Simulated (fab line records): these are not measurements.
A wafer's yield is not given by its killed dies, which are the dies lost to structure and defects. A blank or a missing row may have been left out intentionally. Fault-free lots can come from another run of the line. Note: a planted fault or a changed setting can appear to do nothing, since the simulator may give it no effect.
Which tool is to blame? :: flow sky130 :: Sampling: 6 lots, 18 wafers, 3 of 708 route steps

== WHAT EACH GAUGE READ, for each wafer ==
SKY_CAP2M_OVL_MEAS_12.
lot: L922
measured: day 41 09:04
on: overlay-01
CAP2M_OVL (nm): -0.9 -0.4 -0.7

lot: L926
measured: day 42 12:58
on: overlay-02
CAP2M_OVL (nm): 0.9 1.1 0.9

lot: L930
measured: day 43 18:07
on: overlay-01
CAP2M_OVL (nm): -0.9 0.5 -0.8

lot: L932
measured: day 44 07:17
on: overlay-02
CAP2M_OVL (nm): 2.7 0.9 1.1

lot: L937
measured: day 45 16:56
on: overlay-02
CAP2M_OVL (nm): 2.0 0.7 1.2

lot: L943
measured: day 47 06:02
on: overlay-02
CAP2M_OVL (nm): 2.8 2.7 2.1

== EACH LOT AND THE TOOL THAT RAN IT (in order: tool; ch and the chambers of the sampled wafers; start) ==
lot: L922
SKY_VIA3_SPUTTER_20: pvd sputter-03, day 40 07:37
SKY_METAL4_SPUTTER_04: pvd sputter-04, day 40 08:23

lot: L926
SKY_VIA3_SPUTTER_20: pvd sputter-02, day 41 12:07
SKY_METAL4_SPUTTER_04: pvd sputter-04, day 41 12:53

lot: L930
SKY_VIA3_SPUTTER_20: pvd sputter-01, day 42 18:55
SKY_METAL4_SPUTTER_04: pvd sputter-04, day 42 19:42

lot: L932
SKY_VIA3_SPUTTER_20: pvd sputter-03, day 43 07:04
SKY_METAL4_SPUTTER_04: pvd sputter-04, day 43 08:16

lot: L937
SKY_VIA3_SPUTTER_20: pvd sputter-01, day 44 18:34
SKY_METAL4_SPUTTER_04: pvd sputter-04, day 44 19:20

lot: L943
SKY_VIA3_SPUTTER_20: pvd sputter-03, day 46 08:23
SKY_METAL4_SPUTTER_04: pvd sputter-03, day 46 09:12
- SKY_VIA3_SPUTTER_20: material TiN, target thk 20 nm, time 80 s.
- SKY_METAL4_SPUTTER_04: material TiN, target thk 70 nm, time 58.3 s.

== THE ANSWER, worked out from the rows above alone ==
Rule: what is usual is taken from the lots themselves. Put in order of their means at a reading, lots are off if they are a third of the lots or fewer, leave a main group of 4 or more, and stand apart from it by a gap of 3 or more times the standard deviation of the main group's means; of several such gaps the widest counts. The tables above print the reading to a certain number of digits; a main group whose means all agree to those digits is not used. Also off: a lot with no number at a reading for which 4 or more lots have one. All remaining lots with rows at the step are treated as sound.
Across all readings shown, no lot is off: no conclusion can be drawn from this.

== WHAT THE SIMULATOR PUT IN ==
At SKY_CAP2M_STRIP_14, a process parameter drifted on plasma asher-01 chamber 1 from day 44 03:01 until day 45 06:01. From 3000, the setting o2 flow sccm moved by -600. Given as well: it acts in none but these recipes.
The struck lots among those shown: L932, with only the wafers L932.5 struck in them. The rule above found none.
